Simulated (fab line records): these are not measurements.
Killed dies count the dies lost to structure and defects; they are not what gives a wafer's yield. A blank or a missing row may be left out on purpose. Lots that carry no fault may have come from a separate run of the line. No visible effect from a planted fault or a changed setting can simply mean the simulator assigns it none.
A struck lot beside a sound one	flow sky130	16 steps out of a route of 708
Sound: wafers L247.2, L247.4, L247.6. The struck wafers were L252.1, L252.5, L252.6. The cause is given at the end.
For every step that has rows: the tool of each side, followed by ch and its chambers, followed by its first start. Under that, the readings that differ: sound wafers	struck wafers	difference of the means	sigmas: that difference in standard deviations of wafers without a fault.
alike: a reading whose means differ by less than 2 such deviations, as well as words and numbers matching on both sides. not compared: withheld readings; readings where some wafer has no value; bounds like >300 that might hide an equal value; numbers whose values overlap and for which the record gives no deviation.
Wherever a step has rows on one side only, a row that says differs or no value, or a row with sigmas, the two part there. Numbers that don't overlap but have no deviation are shown without sigmas and don't part them. Lack of a reading on every wafer of one side parts them only where that side has two or more wafers.

SKY_METAL5_SPUTTER_03: material Ti, target thk 5 nm, time 3.3 s.
  sound: pvd_sputter-01 at day 43 18:14; struck: pvd_sputter-03 at day 45 03:32
  alike: cathode_dc_power_W, throttle_valve_pct
SKY_METAL5_SPUTTER_04: material TiN, target thk 70 nm, time 58.3 s.
  sound: pvd_sputter-01 at day 43 18:15; struck: pvd_sputter-03 at day 45 03:33
  alike: cathode_dc_power_W, throttle_valve_pct
SKY_METAL5_RS_MEAS_05: a four-point-probe measurement.
  sound: film_metro-01 at day 43 18:19; struck: film_metro-03 at day 45 03:36
  alike: METAL5_ALCU_RS
SKY_METAL5_THK_MEAS_06: measures by xrf.
  sound: film_metro-01 at day 43 18:25; struck: film_metro-03 at day 45 03:43
  alike: METAL5_ALCU_THK
then, 7 steps without rows for these wafers: SKY_METAL5_DEHYDRATE_07 (time 60 s); SKY_METAL5_HMDS_08 (prime time 60 s); SKY_METAL5_COAT_09 (resist thk 1800 nm); SKY_METAL5_SOFTBAKE_10 (time 60 s); SKY_METAL5_EXPOSE_11 (exposes mask MM5, target cd 1600 nm); SKY_METAL5_PEB_12; SKY_METAL5_DEVELOP_13 (develop time 60 s).
SKY_METAL5_DESCUM_14: chemistry O2, time 11 s.
  sound on rie_metal-03 ch 0,1, day 44 17:02; struck on rie_metal-03 ch 1, day 46 00:49
  alike: drypump_motor_current_A, oes_product_au
  not compared: rf_hours_counter_h
SKY_METAL5_METAL_ETCH_15: etches the open film in Cl2/BCl3, stops on SiO2, target depth 1260 nm, time 252 s.
  sound on rie_metal-03 ch 0,1, day 44 17:04; struck on rie_metal-03 ch 1, day 46 00:53
reading	sound	struck	difference	sigmas
oes_product_au (a.u.)	0.897 0.891 0.899	0.863 0.865 0.860	-0.033	-6
run_length_s (s)	279.8 279.8 280.1	293.0 293.5 293.3	+13.4	+28
model.NOVOLAK_of_METAL5_COAT_09.thk_nm (nm)	1020 1029 1029	983.9 987 987	-40.0	
  alike: drypump_motor_current_A, throttle_valve_pct
  not compared: rf_hours_counter_h
SKY_METAL5_STRIP_16: strips in O2/N2.
  sound on plasma_asher-03 ch 0,1, day 44 17:18; struck on plasma_asher-01 ch 0,1, day 46 01:21
reading	sound	struck	difference	sigmas
strip_time_to_endpoint_s (s)	12.89 13.00 12.99	12.54 12.58 12.58	-0.39	-3
  alike: drypump_motor_current_A, oes_product_au
  not compared: rf_hours_counter_h
then, 1 step without rows for these wafers: SKY_METAL5_STRIP_17 (strips in post etch residue remover, time 1200 s).
SKY_PAD_OPEN_PROBE_99:
  rows exist in the record for the struck wafers here (prober-02, day 47 21:57), but not for the sound ones

WHERE THEY PART
Earliest at SKY_METAL5_METAL_ETCH_15; latest, in this record, at SKY_PAD_OPEN_PROBE_99.

WHY: whatever the simulator had introduced
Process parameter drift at SKY_METAL5_METAL_ETCH_15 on rie_metal-03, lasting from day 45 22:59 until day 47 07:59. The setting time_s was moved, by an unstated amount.
